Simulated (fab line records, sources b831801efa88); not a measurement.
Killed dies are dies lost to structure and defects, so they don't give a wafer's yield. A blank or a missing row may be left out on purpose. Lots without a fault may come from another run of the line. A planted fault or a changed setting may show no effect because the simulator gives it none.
fab line records | flow gf180mcu
record lots=5 wafers=15 last_day=33
route steps=602 shown M2@380 V2@382 M3@409
lots that met no fault: from a run of the same line without faults
start_h: hours from the record's first day to the start of the lot's first wafer shown | wait_h: hours since the lot's step before | " the same as in the row above | L1.1+2: a row that stands for several wafers | - no value, or no start given | * or withheld: withheld | < > ~ a bound
route shown NAME@n: a module of which the file shows steps, and the number in the route of the first | usual: mean/standard deviation of fault-free wafers | same: alike in all rows | chamber/n: place in a boat | sites: the reading at each site | _std_site: their standard deviation | _edge_site: outer sites' mean less inner sites' | radius_mm: how far each site lies from the wafer's centre | mask NAME#n: copy n | behind: the tool/chamber that last shaped the wafer | hold: why the lot was held/for how many hours/how that ended | device: the transistor (n, p or np) that didn't switch | end of line: the same wafers' tests at the end of the route | a step without rows: its recipe alone | killed: dies lost to structure and defects at the first sort, not the wafer's yield | map: a wafer's dies, x killed, . not, _ none there
set.NAME: the setting as run; set.NAME@STEP: as run at that earlier step | model.NAME: the simulator's own value behind a step, which no gauge read
lots at some steps of the route; a table a step, a row a wafer
services: from which hour (start_h, from the record's first day; less than 0 if before it) a tool's chamber was out of use, for how many hours, and why
## steps
# step GF_M2_STRIP_18
# recipe chemistry=post_etch_residue_remover time_s=1200 temp_c=72.5
# usual bath_guard_temp_C=72.4/0.55
# columns lot.wafer tool chamber start_h wait_h bath_guard_temp_C
L075.2 wet_bench-01 0 453.83 0.1 72.2
L075.3 " 0 " " 72.7
L075.6 " 0 " " 72.7
L083.2 wet_bench-01 3 520.45 0.1 71.7
L083.3 " 3 " " 71.9
L083.6 " 3 " " 71.8
L087.2 wet_bench-03 2 555.75 0.1 72.9
L087.3 " 2 " " 73.0
L087.6 " 2 " " 72.4
L092.2 wet_bench-02 3 597.09 0.1 73.5
L092.4 " 3 " " 73.2
L092.6 " 3 " " 73.1
L094.3 wet_bench-01 1 606.00 0.0 72.8
L094.4 " 1 " " 72.2
L094.6 " 1 " " 72.6
# step GF_M2_CLEAN_19
# recipe chemistry=DIW dry=n2_spin
# columns lot.wafer tool chamber start_h wait_h
L075.2+3+6 wet_bench-03 1 454.17 0.0
L083.2+3+6 wet_bench-02 3 520.82 0.0
L087.2+3+6 wet_bench-01 0 556.09 0.0
L092.2+4+6 wet_bench-03 2 597.53 0.0
L094.3+4+6 wet_bench-02 2 606.41 0.0
# step GF_V2_CVD_00
# recipe material=SiO2 target_thk_nm=600 sigma_open_frac=0.3 temp_c=400 time_s=100 sih4_flow_sccm=60 pressure_mtorr=6
# columns lot.wafer tool chamber start_h wait_h
L075.2+3+6 hdpcvd-01 1,2,0 454.26 0.0
L083.2+3+6 hdpcvd-01 2,0,1 520.92 0.0
L087.2+3+6 hdpcvd-02 0,2,0 556.18 0.0
L092.2+4+6 hdpcvd-02 0,0,1 597.63 0.0
L094.3+4+6 hdpcvd-01 0,1,0 606.51 0.0
# step GF_V2_THK_MEAS_01
# recipe reads=SiO2_of_V2_CVD_00
# usual V2_CVD_00_THK=599/5.2
# columns lot.wafer tool chamber start_h wait_h V2_CVD_00_THK[nm]
L075.2 film_metro-02 - 454.36 0.1 596
L075.3 " - " " 595
L075.6 " - " " 597
L083.2 film_metro-01 - 521.00 0.0 611
L083.3 " - " " 610
L083.6 " - " " 605
L087.2 film_metro-04 - 556.27 0.0 596
L087.3 " - " " 601
L087.6 " - " " 593
L092.2 film_metro-02 - 597.71 0.0 602
L092.4 " - " " 595
L092.6 " - " " 597
L094.3 film_metro-04 - 606.60 0.1 599
L094.4 " - " " 591
L094.6 " - " " 596
# step GF_V2_CVD_02
# recipe material=SiO2 target_thk_nm=850 precursor=TEOS temp_c=400 time_s=94.851 rf_w=600
# usual heater_power_w=621/83
# columns lot.wafer tool chamber start_h wait_h heater_power_w
L075.2 pecvd-04 1 454.41 0.0 571
L075.3 " 2 " " 542
L075.6 " 1 " " 625
L083.2 pecvd-04 0 521.05 0.0 535
L083.3 " 2 " " 495
L083.6 " 2 " " 523
L087.2 pecvd-03 1 556.32 0.0 565
L087.3 " 0 " " 605
L087.6 " 0 " " 654
L092.2 pecvd-04 1 597.76 0.0 645
L092.4 " 0 " " 547
L092.6 " 2 " " 510
L094.3 pecvd-01 1 606.64 0.0 677
L094.4 " 0 " " 598
L094.6 " 2 " " 655
# step GF_V2_THK_MEAS_03
# recipe reads=SiO2_of_V2_CVD_02
# usual V2_CVD_02_THK=848/10
# columns lot.wafer tool chamber start_h wait_h V2_CVD_02_THK[nm]
L075.2 film_metro-04 - 454.49 0.0 837
L075.3 " - " " 841
L075.6 " - " " 854
L083.2 film_metro-02 - 521.13 0.0 834
L083.3 " - " " 862
L083.6 " - " " 868
L087.2 film_metro-02 - 556.40 0.0 840
L087.3 " - " " 840
L087.6 " - " " 854
L092.2 film_metro-04 - 597.84 0.0 848
L092.4 " - " " 849
L092.6 " - " " 863
L094.3 film_metro-04 - 606.73 0.1 835
L094.4 " - " " 864
L094.6 " - " " 864
# step GF_V2_CMP_04
# recipe material=SiO2 down_force_psi=4 platen_rpm=60 pad_velocity_m_s=0.94248
# usual motor_current_A=12.8/1 time_to_endpoint_s=79/5.2
# columns lot.wafer tool chamber start_h wait_h motor_current_A time_to_endpoint_s
L075.2 cmp-02 3 454.69 0.2 11.3 79
L075.3 " 1 " " 14.1 78
L075.6 " 2 " " 13.7 82
L083.3 cmp-02 2 521.23 0.1 14.0 83
L083.2 " 3 " " 12.8 70
L083.6 " 1 " " 14.4 81
L087.2 cmp-02 3 556.50 0.1 12.0 77
L087.3 " 1 " " 15.3 74
L087.6 " 3 " " 12.2 82
L092.4 cmp-01 2 597.99 0.1 11.1 73
L092.2 " 3 " " 12.3 73
L092.6 " 0 " " 12.5 80
L094.4 cmp-02 0 606.87 0.1 12.0 78
L094.3 " 1 " " 14.4 69
L094.6 " 3 " " 12.5 81
# step GF_V2_BOW_MEAS_05
# recipe mode=bow
# usual V2_BOW=99/7.8
# columns lot.wafer tool chamber start_h wait_h V2_BOW[um]
L075.2 film_metro-01 - 454.96 0.2 105
L075.3 " - " " 100
L075.6 " - " " 109
L083.2 film_metro-04 - 521.50 0.2 105
L083.3 " - " " 116
L083.6 " - " " 96
L087.2 film_metro-04 - 556.77 0.2 93
L087.3 " - " " 99
L087.6 " - " " 115
L092.2 film_metro-01 - 598.21 0.1 81
L092.4 " - " " 90
L092.6 " - " " 87
L094.3 film_metro-01 - 607.11 0.1 97
L094.4 " - " " 96
L094.6 " - " " 96
# step GF_V2_DEHYDRATE_06
# recipe temp_c=200 time_s=60
# usual resist_line_temp_C=23.01/0.12
# columns lot.wafer tool chamber start_h wait_h resist_line_temp_C
L075.2 litho_track-03 0 465.94 11.0 22.66
L075.3 " 0 " " 22.82
L075.6 " 0 " " 22.79
L083.2 litho_track-02 0 532.16 10.6 23.01
L083.3 " 0 " " 22.98
L083.6 " 0 " " 23.08
L087.2 litho_track-04 0 567.03 10.2 22.99
L087.3 " 0 " " 23.10
L087.6 " 0 " " 23.09
L092.2 litho_track-04 0 607.98 9.7 23.15
L092.4 " 0 " " 23.05
L092.6 " 0 " " 22.89
L094.3 litho_track-02 0 617.18 10.1 22.96
L094.4 " 0 " " 22.99
L094.6 " 0 " " 23.02
# step GF_V2_HMDS_07
# recipe prime_time_s=60 prime_temp_c=120
# usual resist_line_temp_C=22.99/0.1
# columns lot.wafer tool chamber start_h wait_h resist_line_temp_C
L075.2 litho_track-03 0 466.09 0.1 22.95
L075.3 " 0 " " 22.87
L075.6 " 0 " " 23.01
L083.2 litho_track-02 0 532.31 0.1 22.90
L083.3 " 0 " " 22.97
L083.6 " 0 " " 23.13
L087.2 litho_track-04 0 567.18 0.1 22.87
L087.3 " 0 " " 23.05
L087.6 " 0 " " 22.95
L092.2 litho_track-04 0 608.13 0.1 22.98
L092.4 " 0 " " 22.94
L092.6 " 0 " " 22.96
L094.3 litho_track-02 0 617.33 0.1 23.09
L094.4 " 0 " " 23.03
L094.6 " 0 " " 23.07
# step GF_V2_COAT_08
# recipe resist=BARC temp_c=withheld time_s=withheld spin_rpm=withheld resist_thk_nm=withheld
# usual resist_line_temp_C=*
# columns lot.wafer tool chamber start_h wait_h resist_line_temp_C
L075.2 litho_track-03 0 466.24 0.1 *
L075.3 " 0 " " *
L075.6 " 0 " " *
L083.2 litho_track-02 0 532.46 0.1 *
L083.3 " 0 " " *
L083.6 " 0 " " *
L087.2 litho_track-04 0 567.33 0.1 *
L087.3 " 0 " " *
L087.6 " 0 " " *
L092.2 litho_track-04 0 608.28 0.1 *
L092.4 " 0 " " *
L092.6 " 0 " " *
L094.3 litho_track-02 0 617.48 0.1 *
L094.4 " 0 " " *
L094.6 " 0 " " *
# step GF_V2_COAT_09
# recipe resist=KrF spin_rpm=withheld resist_thk_nm=1000
# usual resist_line_temp_C=22.96/0.1
# columns lot.wafer tool chamber start_h wait_h resist_line_temp_C
L075.2 litho_track-03 0 - - 23.14
L075.3 " 0 " " 22.84
L075.6 " 0 " " 22.96
L083.2 litho_track-02 0 - - 23.07
L083.3 " 0 " " 23.10
L083.6 " 0 " " 23.05
L087.2 litho_track-04 0 - - 22.93
L087.3 " 0 " " 23.08
L087.6 " 0 " " 23.00
L092.2 litho_track-04 0 - - 22.99
L092.4 " 0 " " 22.85
L092.6 " 0 " " 22.93
L094.3 litho_track-02 0 - - 23.18
L094.4 " 0 " " 23.11
L094.6 " 0 " " 23.15
# step GF_V2_SOFTBAKE_10
# recipe temp_c=130 time_s=60 resist=KrF
# usual resist_line_temp_C=23.01/0.11
# columns lot.wafer tool chamber start_h wait_h resist_line_temp_C
L075.2 litho_track-03 0 - - 23.01
L075.3 " 0 " " 22.97
L075.6 " 0 " " 23.14
L083.2 litho_track-02 0 - - 22.90
L083.3 " 0 " " 22.84
L083.6 " 0 " " 22.80
L087.2 litho_track-04 0 - - 22.86
L087.3 " 0 " " 23.06
L087.6 " 0 " " 23.06
L092.2 litho_track-04 0 - - 22.77
L092.4 " 0 " " 22.96
L092.6 " 0 " " 23.00
L094.3 litho_track-02 0 - - 23.24
L094.4 " 0 " " 23.24
L094.6 " 0 " " 23.10
# step GF_V2_EXPOSE_11
# recipe mask_id=Via2 target_cd_nm=260 na=0.68 source_shape=conventional sigma_outer=0.6 dose_mj=38
# columns lot.wafer tool chamber start_h wait_h mask
L075.2+3+6 krf_scanner-01 0 - - Via2#0
L083.2+3+6 krf_scanner-01 0 - - Via2#0
L087.2+3+6 krf_scanner-01 0 - - Via2#0
L092.2+4+6 krf_scanner-01 0 - - Via2#0
L094.3+4+6 krf_scanner-02 0 - - Via2#0
# step GF_V2_PEB_12
# recipe peb_temp_c=135 peb_time_s=90 resist=KrF
# usual resist_line_temp_C=23.01/0.11
# columns lot.wafer tool chamber start_h wait_h resist_line_temp_C
L075.2 litho_track-03 0 - - 23.09
L075.3 " 0 " " 23.07
L075.6 " 0 " " 23.07
L083.2 litho_track-02 0 - - 23.08
L083.3 " 0 " " 22.95
L083.6 " 0 " " 22.92
L087.2 litho_track-04 0 - - 22.84
L087.3 " 0 " " 22.91
L087.6 " 0 " " 22.88
L092.2 litho_track-02 0 - - 23.19
L092.4 " 0 " " 23.09
L092.6 " 0 " " 23.15
L094.3 litho_track-02 0 - - 22.98
L094.4 " 0 " " 23.13
L094.6 " 0 " " 23.14
# step GF_V2_DEVELOP_13
# recipe develop_time_s=60 resist=KrF dev_temp_c=21
# usual resist_line_temp_C=23.00/0.1
# columns lot.wafer tool chamber start_h wait_h resist_line_temp_C
L075.2 litho_track-03 0 478.49 0.2 22.97
L075.3 " 0 " " 23.09
L075.6 " 0 " " 23.04
L083.2 litho_track-02 0 544.31 0.2 23.24
L083.3 " 0 " " 23.06
L083.6 " 0 " " 23.06
L087.2 litho_track-04 0 578.53 0.2 22.89
L087.3 " 0 " " 22.95
L087.6 " 0 " " 22.87
L092.2 litho_track-02 0 618.46 0.2 23.14
L092.4 " 0 " " 23.10
L092.6 " 0 " " 23.11
L094.3 litho_track-02 0 628.33 0.1 22.96
L094.4 " 0 " " 22.96
L094.6 " 0 " " 23.08
# step GF_V2_CD_MEAS_14
# recipe target_cd_nm=260
# usual cd_nm=259.9/1.2
# columns lot.wafer tool chamber start_h wait_h cd_nm
L075.2 cd_sem-02 - 478.64 0.1 259.0
L075.3 " - " " 257.2
L075.6 " - " " 258.6
L083.2 cd_sem-01 - 544.45 0.1 258.5
L083.3 " - " " 260.1
L083.6 " - " " 260.9
L087.2 cd_sem-01 - 578.67 0.1 261.6
L087.3 " - " " 259.6
L087.6 " - " " 260.2
L092.2 cd_sem-01 - 618.60 0.1 258.8
L092.4 " - " " 258.4
L092.6 " - " " 259.6
L094.3 cd_sem-02 - 628.47 0.1 259.4
L094.4 " - " " 259.4
L094.6 " - " " 260.4
# step GF_V2_OVL_MEAS_15
# usual V2_OVL=2/4.8
# columns lot.wafer tool chamber start_h wait_h V2_OVL[nm]
L075.2 overlay-01 - 478.74 0.1 0
L075.3 " - " " -1
L075.6 " - " " 1
L083.2 overlay-02 - 544.56 0.1 8
L083.3 " - " " 2
L083.6 " - " " 6
L087.2 overlay-02 - 578.78 0.1 -3
L087.3 " - " " 3
L087.6 " - " " 5
L092.2 overlay-02 - 618.71 0.1 -2
L092.4 " - " " 2
L092.6 " - " " 1
L094.3 overlay-01 - 628.56 0.1 -3
L094.4 " - " " 5
L094.6 " - " " 6
# step GF_V2_ETCH_16
# recipe chemistry=N2/H2 target_depth_a=withheld overetch_a=withheld time_s=withheld target=BARC ion_energy_ev=200 source_w=500 bias_w=100 pressure_mtorr=30 n2_flow_sccm=100 h2_flow_sccm=200
# usual bias_w=100.0/0.32 drypump_motor_current_A=5.6/0.33 oes_product_au=0.853/0.0046 throttle_valve_pct=13.225/0.01
# columns lot.wafer tool chamber start_h wait_h bias_w drypump_motor_current_A oes_product_au throttle_valve_pct
L075.2 rie_diel-01 3 478.77 0.0 100.0 5.9 0.851 13.224
L075.3 " 2 " " 100.1 5.1 0.849 13.218
L075.6 " 3 " " 100.0 5.8 0.849 13.219
L083.2 rie_diel-03 0 544.59 0.0 100.0 5.6 0.850 13.227
L083.3 " 2 " " 99.8 5.9 0.853 13.236
L083.6 " 3 " " 99.6 6.1 0.854 13.216
L087.2 rie_diel-01 0 578.81 0.0 99.6 5.5 0.852 13.223
L087.3 " 1 " " 100.3 5.6 0.854 13.249
L087.6 " 2 " " 100.1 5.2 0.860 13.245
L092.2 rie_diel-01 2 618.74 0.0 100.4 5.2 0.854 13.220
L092.4 " 1 " " 99.6 5.6 0.854 13.225
L092.6 " 3 " " 99.7 5.9 0.854 13.234
L094.3 rie_diel-03 2 628.59 0.0 99.9 5.9 0.852 13.205
L094.4 " 0 " " 100.0 5.6 0.857 13.206
L094.6 " 3 " " 100.3 6.2 0.853 13.237
# step GF_V2_ETCH_17
# recipe chemistry=C4F8/O2/Ar mask_material=KrF target=SiO2 stop_on=TiN source_w=1500 bias_w=1200 pressure_mtorr=40 c4f8_flow_sccm=withheld O2_flow_sccm=6 Ar_flow_sccm=300 time_s=withheld target_depth_a=6300
# usual bias_w=1199/3.5 oes_product_au=0.856/0.0045
# columns lot.wafer tool chamber start_h wait_h bias_w oes_product_au
L075.2 rie_diel-01 3 - - 1197 0.866
L075.3 " 2 " " 1201 0.854
L075.6 " 3 " " 1193 0.856
L083.2 rie_diel-03 0 - - 1204 0.864
L083.3 " 2 " " 1193 0.856
L083.6 " 3 " " 1196 0.861
L087.2 rie_diel-01 0 - - 1202 0.859
L087.3 " 1 " " 1197 0.852
L087.6 " 2 " " 1202 0.851
L092.2 rie_diel-01 2 - - 1197 0.858
L092.4 " 1 " " 1200 0.863
L092.6 " 3 " " 1195 0.853
L094.3 rie_diel-03 2 - - 1199 0.860
L094.4 " 0 " " 1201 0.851
L094.6 " 3 " " 1200 0.852
# step GF_V2_STRIP_18
# recipe chemistry=O2/N2 power_w=1400 pressure_mtorr=1500 platen_temp_c=250 o2_flow_sccm=3000 n2_flow_sccm=300 overash_fraction=0.5
# usual drypump_motor_current_A=5.7/0.36 heater_power_w=332/26 oes_product_au=0.592/0.0046
# columns lot.wafer tool chamber start_h wait_h drypump_motor_current_A heater_power_w oes_product_au rf_hours_counter_h
L075.2 plasma_asher-01 1 478.90 - 4.9 282 0.594 5
L075.3 " 0 " " 6.1 311 0.585 -
L075.6 " 1 " " 4.9 286 0.593 -
L083.2 plasma_asher-04 0 544.72 - 5.8 365 0.589 76
L083.3 " 1 " " 5.7 346 0.588 -
L083.6 " 0 " " 5.8 349 0.595 -
L087.2 plasma_asher-01 0 578.94 - 6.1 307 0.594 16
L087.3 " 0 " " 6.2 307 0.586 -
L087.6 " 0 " " 6.2 308 0.601 -
L092.2 plasma_asher-02 1 618.87 - 5.8 353 0.590 102
L092.4 " 0 " " 5.5 338 0.593 -
L092.6 " 1 " " 5.8 347 0.584 -
L094.3 plasma_asher-04 0 628.75 - 5.8 363 0.589 -
L094.4 " 1 " " 5.8 346 0.590 -
L094.6 " 1 " " 5.8 341 0.584 -
# step GF_V2_STRIP_19
# recipe chemistry=post_etch_residue_remover time_s=1200 temp_c=72.5
# usual bath_guard_temp_C=72.7/0.57
# columns lot.wafer tool chamber start_h wait_h bath_guard_temp_C
L075.2 wet_bench-02 2 479.00 0.1 73.1
L075.3 " 2 " " 72.5
L075.6 " 2 " " 72.7
L083.2 wet_bench-01 0 544.82 0.1 72.3
L083.3 " 0 " " 72.0
L083.6 " 0 " " 72.5
L087.2 wet_bench-01 0 579.04 0.1 72.5
L087.3 " 0 " " 72.7
L087.6 " 0 " " 72.4
L092.2 wet_bench-01 1 618.97 0.1 72.3
L092.4 " 1 " " 72.1
L092.6 " 1 " " 72.4
L094.3 wet_bench-04 0 628.82 0.0 72.9
L094.4 " 0 " " 72.7
L094.6 " 0 " " 72.9
# step GF_V2_CLEAN_20
# recipe chemistry=DIW dry=n2_spin
# columns lot.wafer tool chamber start_h wait_h
L075.2+3+6 wet_bench-04 2 479.34 0.0
L083.2+3+6 wet_bench-04 0 545.16 0.0
L087.2+3+6 wet_bench-04 3 579.38 0.0
L092.2+4+6 wet_bench-02 1 619.31 0.0
L094.3+4+6 wet_bench-02 1 629.16 0.0
# step GF_V2_SPUTTER_21
# recipe material=Ti target_thk_nm=15 chamber_pressure_pa=5 power_w=2500 substrate_temp_c=200 time_s=80.02
# usual throttle_valve_pct=29.7/1
# columns lot.wafer tool chamber start_h wait_h throttle_valve_pct
L075.2 pvd_sputter-02 - 479.43 0.0 29.3
L075.3 " - " " 28.8
L075.6 " - " " 29.3
L083.2 pvd_sputter-01 - 545.25 0.0 29.9
L083.3 " - " " 32.1
L083.6 " - " " 31.8
L087.2 pvd_sputter-01 - 579.47 0.0 29.3
L087.3 " - " " 29.9
L087.6 " - " " 30.0
L092.2 pvd_sputter-02 - 619.42 0.0 28.7
L092.4 " - " " 29.3
L092.6 " - " " 29.1
L094.3 pvd_sputter-02 - 629.25 0.0 29.4
L094.4 " - " " 29.4
L094.6 " - " " 30.3
# step GF_V2_SPUTTER_22
# recipe material=TiN target_thk_nm=10 chamber_pressure_pa=5 power_w=4000 time_s=40
# usual throttle_valve_pct=29.7/1
# columns lot.wafer tool chamber start_h wait_h throttle_valve_pct
L075.2 pvd_sputter-02 - 479.50 0.0 29.8
L075.3 " - " " 29.0
L075.6 " - " " 29.0
L083.2 pvd_sputter-01 - 545.31 0.0 30.1
L083.3 " - " " 31.8
L083.6 " - " " 31.7
L087.2 pvd_sputter-01 - 579.53 0.0 29.2
L087.3 " - " " 30.0
L087.6 " - " " 30.1
L092.2 pvd_sputter-02 - 619.48 0.0 29.2
L092.4 " - " " 29.1
L092.6 " - " " 28.9
L094.3 pvd_sputter-02 - 629.31 0.0 29.1
L094.4 " - " " 29.5
L094.6 " - " " 30.3
# step GF_V2_CVD_23
# recipe material=W target_thk_nm=350 time_s=104.94 temp_c=400 pressure_torr=40
# usual heater_power_w=799/51
# columns lot.wafer tool chamber start_h wait_h heater_power_w
L075.2 cvd_w-01 1 479.53 0.0 738
L075.3 " 1 " " 739
L075.6 " 0 " " 862
L083.2 cvd_w-01 0 545.35 0.0 869
L083.3 " 1 " " 741
L083.6 " 0 " " 872
L087.2 cvd_w-02 0 579.57 0.0 796
L087.3 " 1 " " 806
L087.6 " 1 " " 802
L092.2 cvd_w-01 0 619.52 0.0 879
L092.4 " 0 " " 895
L092.6 " 1 " " 740
L094.3 cvd_w-02 0 629.39 0.1 779
L094.4 " 1 " " 799
L094.6 " 1 " " 795
# step GF_V2_RS_MEAS_24
# recipe thk_meas_gauge=four-point-probe reads=W_of_V2_CVD_23+TiN_of_V2_SPUTTER_22+Ti_of_V2_SPUTTER_21
# usual V2_W_RS=0.328/0.0037
# columns lot.wafer tool chamber start_h wait_h V2_W_RS[ohm/sq]
L075.2 film_metro-04 - 479.67 0.1 0.331
L075.3 " - " " 0.335
L075.6 " - " " 0.329
L083.2 film_metro-04 - 545.48 0.1 0.326
L083.3 " - " " 0.330
L083.6 " - " " 0.329
L087.2 film_metro-01 - 579.70 0.1 0.327
L087.3 " - " " 0.322
L087.6 " - " " 0.320
L092.2 film_metro-04 - 619.65 0.1 0.323
L092.4 " - " " 0.324
L092.6 " - " " 0.326
L094.3 film_metro-02 - 629.50 0.1 0.330
L094.4 " - " " 0.326
L094.6 " - " " 0.328
# step GF_V2_THK_MEAS_25
# recipe thk_meas_gauge=xrf reads=W_of_V2_CVD_23
# usual V2_W_THK=365/5.6
# columns lot.wafer tool chamber start_h wait_h V2_W_THK[nm]
L075.2 film_metro-04 - 479.78 0.1 359
L075.3 " - " " 353
L075.6 " - " " 359
L083.2 film_metro-04 - 545.59 0.1 362
L083.3 " - " " 362
L083.6 " - " " 361
L087.2 film_metro-01 - 579.81 0.1 365
L087.3 " - " " 373
L087.6 " - " " 372
L092.2 film_metro-04 - 619.76 0.1 368
L092.4 " - " " 363
L092.6 " - " " 363
L094.3 film_metro-02 - 629.60 0.1 373
L094.4 " - " " 379
L094.6 " - " " 375
# step GF_V2_CMP_26
# recipe stop_on=SiO2 down_force_psi=3.5 platen_rpm=60 t_overpolish_s=15 target_thk_nm=0 pad_velocity_m_s=0.94248
# usual motor_current_A=11.7/0.95 overpolish_run_s=15.000/0.0098 time_to_endpoint_s=84/3.2
# same t_overpolish_s=15
# columns lot.wafer tool chamber start_h wait_h motor_current_A overpolish_run_s time_to_endpoint_s
L075.3 cmp-01 1 479.88 0.1 12.0 15.006 83
L075.2 " 3 " " 11.2 14.997 83
L075.6 " 1 " " 12.5 15.003 84
L083.3 cmp-01 1 545.64 0.0 12.0 14.995 87
L083.2 " 0 " " 10.9 15.000 90
L083.6 " 1 " " 12.1 14.996 91
L087.2 cmp-01 0 579.91 0.1 11.4 15.003 84
L087.3 " 2 " " 11.1 15.009 84
L087.6 " 3 " " 10.3 14.999 82
L092.2 cmp-02 2 619.86 0.1 12.7 15.001 83
L092.4 " 0 " " 11.7 15.000 81
L092.6 " 2 " " 12.9 15.013 84
L094.3 cmp-02 3 629.64 0.0 10.8 15.000 85
L094.4 " 1 " " 12.8 14.994 85
L094.6 " 0 " " 11.5 15.012 83
# step GF_M3_SPUTTER_00
# recipe material=Ti target_thk_nm=37.5 arriving_ion_energy_ev=80 substrate_temp_c=200 chamber_pressure_pa=2 power_w=4000 time_s=150
# usual throttle_valve_pct=30.1/0.99
# columns lot.wafer tool chamber start_h wait_h throttle_valve_pct
L075.2 pvd_sputter-04 - 480.13 0.1 30.4
L075.3 " - " " 30.1
L075.6 " - " " 30.2
L083.2 pvd_sputter-01 - 545.94 0.1 29.6
L083.3 " - " " 29.2
L083.6 " - " " 29.8
L087.2 pvd_sputter-01 - 580.16 0.2 31.8
L087.3 " - " " 29.6
L087.6 " - " " 31.6
L092.2 pvd_sputter-04 - 620.11 0.2 31.0
L092.4 " - " " 30.4
L092.6 " - " " 31.0
L094.3 pvd_sputter-04 - 629.94 0.2 31.0
L094.4 " - " " 30.1
L094.6 " - " " 31.3
# step GF_M3_SPUTTER_01
# recipe material=TiN target_thk_nm=30 power_w=6500 time_s=25 chamber_pressure_pa=0.4
# usual throttle_valve_pct=30.1/1
# columns lot.wafer tool chamber start_h wait_h throttle_valve_pct
L075.2 pvd_sputter-04 - 480.23 0.1 30.8
L075.3 " - " " 30.2
L075.6 " - " " 30.2
L083.2 pvd_sputter-01 - 546.04 0.1 29.7
L083.3 " - " " 29.2
L083.6 " - " " 29.9
L087.2 pvd_sputter-01 - 580.26 0.1 31.9
L087.3 " - " " 29.7
L087.6 " - " " 31.7
L092.2 pvd_sputter-04 - 620.21 0.1 30.8
L092.4 " - " " 30.1
L092.6 " - " " 31.2
L094.3 pvd_sputter-04 - 630.04 0.1 30.8
L094.4 " - " " 30.2
L094.6 " - " " 31.1
# step GF_M3_SPUTTER_02
# recipe material=AlCu target_thk_nm=450 power_w=10600 time_s=23.9 chamber_pressure_pa=0.4
# usual throttle_valve_pct=30.1/1
# columns lot.wafer tool chamber start_h wait_h throttle_valve_pct
L075.2 pvd_sputter-04 - 480.26 0.0 30.6
L075.3 " - " " 29.8
L075.6 " - " " 29.9
L083.2 pvd_sputter-01 - 546.07 0.0 29.9
L083.3 " - " " 29.3
L083.6 " - " " 30.0
L087.2 pvd_sputter-01 - 580.29 0.0 31.8
L087.3 " - " " 29.7
L087.6 " - " " 31.7
L092.2 pvd_sputter-04 - 620.24 0.0 31.1
L092.4 " - " " 30.0
L092.6 " - " " 31.2
L094.3 pvd_sputter-04 - 630.07 0.0 30.5
L094.4 " - " " 30.0
L094.6 " - " " 31.0
# step GF_M3_SPUTTER_03
# recipe material=Ti target_thk_nm=10 substrate_temp_c=300 chamber_pressure_pa=0.3 power_w=3000 time_s=6.7
# usual throttle_valve_pct=30.1/1
# columns lot.wafer tool chamber start_h wait_h throttle_valve_pct
L075.2 pvd_sputter-04 - 480.29 0.0 30.7
L075.3 " - " " 29.9
L075.6 " - " " 30.0
L083.2 pvd_sputter-01 - 546.10 0.0 29.7
L083.3 " - " " 29.2
L083.6 " - " " 29.9
L087.2 pvd_sputter-01 - 580.32 0.0 31.8
L087.3 " - " " 29.8
L087.6 " - " " 31.5
L092.2 pvd_sputter-04 - 620.27 0.0 31.1
L092.4 " - " " 30.1
L092.6 " - " " 31.0
L094.3 pvd_sputter-04 - 630.10 0.0 30.5
L094.4 " - " " 30.2
L094.6 " - " " 31.1
# step GF_M3_SPUTTER_04
# recipe material=TiN target_thk_nm=50 power_w=6500 time_s=41.7 chamber_pressure_pa=0.4
# usual throttle_valve_pct=30.1/1
# columns lot.wafer tool chamber start_h wait_h throttle_valve_pct
L075.2 pvd_sputter-04 - 480.31 0.0 30.8
L075.3 " - " " 30.2
L075.6 " - " " 30.3
L083.2 pvd_sputter-01 - 546.12 0.0 29.3
L083.3 " - " " 29.0
L083.6 " - " " 30.0
L087.2 pvd_sputter-01 - 580.34 0.0 32.0
L087.3 " - " " 29.5
L087.6 " - " " 31.7
L092.2 pvd_sputter-04 - 620.29 0.0 31.2
L092.4 " - " " 30.1
L092.6 " - " " 30.9
L094.3 pvd_sputter-04 - 630.12 0.0 30.9
L094.4 " - " " 30.0
L094.6 " - " " 30.9
# step GF_M3_RS_MEAS_05
# recipe thk_meas_gauge=four-point-probe reads=TiN_of_M3_SPUTTER_04+Ti_of_M3_SPUTTER_03+AlCu_of_M3_SPUTTER_02+TiN_of_M3_SPUTTER_01+Ti_of_M3_SPUTTER_00
# usual M3_ALCU_RS=0.0694/0.00062
# columns lot.wafer tool chamber start_h wait_h M3_ALCU_RS[ohm/sq]
L075.2 film_metro-03 - 480.37 0.0 0.0692
L075.3 " - " " 0.0699
L075.6 " - " " 0.0698
L083.2 film_metro-02 - 546.18 0.0 0.0691
L083.3 " - " " 0.0687
L083.6 " - " " 0.0698
L087.2 film_metro-04 - 580.41 0.0 0.0703
L087.3 " - " " 0.0707
L087.6 " - " " 0.0704
L092.2 film_metro-03 - 620.35 0.0 0.0686
L092.4 " - " " 0.0687
L092.6 " - " " 0.0688
L094.3 film_metro-03 - 630.20 0.1 0.0687
L094.4 " - " " 0.0693
L094.6 " - " " 0.0695
# step GF_M3_THK_MEAS_06
# recipe thk_meas_gauge=xrf reads=AlCu_of_M3_SPUTTER_02
# usual M3_ALCU_THK=448/5
# columns lot.wafer tool chamber start_h wait_h M3_ALCU_THK[nm]
L075.2 film_metro-03 - 480.48 0.1 444
L075.3 " - " " 442
L075.6 " - " " 442
L083.2 film_metro-02 - 546.29 0.1 454
L083.3 " - " " 457
L083.6 " - " " 446
L087.2 film_metro-04 - 580.52 0.1 442
L087.3 " - " " 438
L087.6 " - " " 441
L092.2 film_metro-03 - 620.46 0.1 452
L092.4 " - " " 452
L092.6 " - " " 453
L094.3 film_metro-03 - 630.30 0.1 450
L094.4 " - " " 445
L094.6 " - " " 446
## services
# columns tool chamber start_h hours kind
rie_diel-03 - 436.03 0.1 repair
rie_diel-03 2 436.84 2.1 repair
cmp-01 - 442.50 2.4 repair
rie_diel-01 1 445.04 1.5 repair
pvd_sputter-01 - 445.83 1.2 repair
pvd_sputter-01 - 447.72 2.3 repair
cmp-02 - 462.89 5.3 repair
krf_scanner-01 - 493.00 1.3 pm
pvd_sputter-02 - 497.88 2.6 repair
cmp-01 - 501.51 3.1 repair
krf_scanner-01 - 507.24 1.1 repair
rie_diel-03 2 510.51 1.3 repair
rie_diel-03 - 514.98 2.8 pm
cmp-02 - 527.75 6.4 pm
krf_scanner-01 - 528.47 0.6 repair
wet_bench-04 - 541.81 1.9 pm
rie_diel-03 0 545.93 6.7 repair
cmp-02 - 557.09 1.0 repair
rie_diel-01 0 558.25 9.5 repair
rie_diel-01 3 565.68 7.7 repair
rie_diel-01 2 567.21 5.0 repair
cmp-02 - 591.86 2.5 pm
pvd_sputter-01 - 612.59 9.1 repair
pvd_sputter-04 - 626.23 2.3 repair
## key
fault none
